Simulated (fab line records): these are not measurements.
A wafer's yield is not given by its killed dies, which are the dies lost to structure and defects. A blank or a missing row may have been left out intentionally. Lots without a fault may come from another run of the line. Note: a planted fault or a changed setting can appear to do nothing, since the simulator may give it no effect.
A struck lot beside a sound one || flow sky130 || 25 steps out of a route of 708
Sound: the wafers L360.4, L360.5, L360.6. Wafers struck: L364.1, L364.3, L364.5. The cause comes at the end.
Order at every step that has rows: each side's tool, ch and its chambers, its first start. Under that, the readings that differ: sound wafers || struck wafers || difference of the means || sigmas: that difference in standard deviations of wafers without a fault.
alike: a reading whose means differ by less than 2 such deviations, as well as words and numbers matching on both sides. not compared: withheld readings; readings where some wafer has no value; bounds like >300 that might hide an equal value; numbers whose values overlap and for which the record gives no deviation.
A row with sigmas, a row that says differs or no value, or rows on one side alone: a step with any of these is where the two part. Non-overlapping numbers with no deviation appear without sigmas and do not part them. Lack of a reading on every wafer of one side parts them only where that side has two or more wafers.

SKY_VIA2_SPUTTER_20: material TiN, target thk 20 nm, time 80 s.
  sound on pvdSputter-04, day 39 08:27; struck on pvdSputter-02, day 40 08:47
  alike: throttleValvePct
then, 1 step without rows for these wafers: SKY_VIA2_CVD_21 (deposits W, target thk 420 nm, time 126.4 s).
SKY_VIA2_RS_MEAS_22: a four-point-probe measurement.
  sound on filmMetro-01, day 39 08:42; struck on filmMetro-01, day 40 08:59
  alike: VIA2_W_RS
SKY_VIA2_THK_MEAS_23: measures by xrf.
  sound on filmMetro-01, day 39 08:47; struck on filmMetro-01, day 40 09:06
  alike: VIA2_W_THK
SKY_VIA2_CMP_24: polishes, stops on SiO2, t overpolish 20 s, target thk 0 nm.
  sound on cmp-02 ch 1,2,3, day 39 08:55; struck on cmp-01 ch 0,2, day 40 09:17
  alike: edgeZonePressureFrac, motorCurrentA, overpolishRunS, platenRpm, timeToEndpointS
then, 2 steps without rows for these wafers: SKY_METAL3_SPUTTER_00 (material Ti, target thk 15 nm, time 10 s); SKY_METAL3_SPUTTER_01 (material TiN, target thk 20 nm, time 16.7 s).
SKY_METAL3_SPUTTER_02: material AlCu, target thk 735 nm, time 39.1 s.
  sound on pvdSputter-01, day 39 09:10; struck on pvdSputter-01, day 40 09:38
  alike: throttleValvePct
SKY_METAL3_SPUTTER_03: material Ti, target thk 5 nm, time 3.3 s.
  sound on pvdSputter-01, day 39 09:13; struck on pvdSputter-01, day 40 09:40
  alike: throttleValvePct
then, 2 steps without rows for these wafers: SKY_METAL3_SPUTTER_04 (material TiN, target thk 70 nm, time 58.3 s); SKY_CAPM_CVD_00 (deposits SiO2, target thk 15.5 nm).
SKY_CAPM_THK_MEAS_01:
  sound on filmMetro-04, day 39 09:20; struck on filmMetro-03, day 40 09:46
{"reading": "CAPM_CVD_00_THK (nm)", "sound": "15.99 15.96 15.97", "struck": "15.30 15.29 15.53", "difference": -0.60, "sigmas": -3}
SKY_CAPM_SPUTTER_02: material TiN, target thk 200 nm, time 166.7 s.
  sound on pvdSputter-02, day 39 09:22; struck on pvdSputter-04, day 40 09:49
  alike: substrateTempC, throttleValvePct
SKY_CAPM_RS_MEAS_03: a four-point-probe measurement.
  sound on filmMetro-02, day 39 09:32; struck on filmMetro-03, day 40 10:13
{"reading": "CAPM_TIN_RS (ohm/sq)", "sound": "6.80 6.92 6.85", "struck": "8.14 8.12 8.08", "difference": "+1.26", "sigmas": "+17"}
  not compared: hold
SKY_CAPM_THK_MEAS_04: measures by xrf.
  sound on filmMetro-02, day 39 09:38; struck on filmMetro-03, day 40 12:08
{"reading": "CAPM_TIN_THK (nm)", "sound": "201.5 198.6 200.8", "struck": "174.9 176.3 177.1", "difference": -24.2, "sigmas": -11}
  not compared: hold
then, 6 steps without rows for these wafers: SKY_CAPM_HMDS_06 (prime time 60 s); SKY_CAPM_COAT_07 (resist thk 1140 nm); SKY_CAPM_SOFTBAKE_08 (time 60 s); SKY_CAPM_EXPOSE_09 (exposes mask CAPM, target cd 1000 nm); SKY_CAPM_PEB_10; SKY_CAPM_DEVELOP_11 (develop time 60 s).
SKY_CAPM_OVL_MEAS_12:
  sound on overlay-02, day 40 09:47; struck on overlay-01, day 41 10:04
  alike: CAPM_OVL
SKY_CAPM_METAL_ETCH_13: etches TiN in Cl2/BCl3, stops on SiO2, target depth 220 nm, time 62.9 s.
  sound on rieMetal-03 ch 0,1, day 40 09:50; struck on rieMetal-02 ch 0,1, day 41 10:07
{"reading": "oesProductAu (a.u.)", "sound": "0.942 0.940 0.948", "struck": "0.871 0.868 0.879", "difference": -0.071, "sigmas": -9}
{"reading": "throttleValvePct (%)", "sound": "21.906 21.909 21.894", "struck": "21.965 21.950 21.936", "difference": "+0.047", "sigmas": "+5"}
  alike: drypumpMotorCurrentA, heBacksideLeakSccm
  not compared: rfHoursCounterH
SKY_CAPM_STRIP_14: strips in O2/N2.
  sound on plasmaAsher-04 ch 0,1, day 40 09:55; struck on plasmaAsher-03 ch 0,1, day 41 10:11
{"reading": "drypumpMotorCurrentA (A)", "sound": "5.4 5.4 5.5", "struck": "6.3 6.3 6.6", "difference": "+1.0", "sigmas": "+2"}
  alike: oesProductAu, stripTimeToEndpointS
  not compared: rfHoursCounterH
-- the record jumps here: 8 days lie between the struck wafers' starts before and after (it left off in module CAPM and takes up again in module PAD_OPEN, whose first step shown is number 708 of the route) --
SKY_PAD_OPEN_PROBE_99:
  sound on prober-01, day 48 06:21; struck on prober-02, day 49 01:53
  alike: defectLimitedYield, killed_at_M0_to_M3, killed_at_M4_up, killedAtContacts, killedAtFrontEnd, killedAtOther, killedDies, killedOnRim, killedOpen, killedShort, sort_bin_3_pad_short, sort_bin_5_function, sort_bin_6_memory, sortNPass, sortYieldPct

## WHERE THEY PART
First at SKY_CAPM_THK_MEAS_01; last, within this record, at SKY_CAPM_STRIP_14. Later steps at which nothing parts them and some readings are alike: SKY_PAD_OPEN_PROBE_99.

WHY: what the simulator had put in
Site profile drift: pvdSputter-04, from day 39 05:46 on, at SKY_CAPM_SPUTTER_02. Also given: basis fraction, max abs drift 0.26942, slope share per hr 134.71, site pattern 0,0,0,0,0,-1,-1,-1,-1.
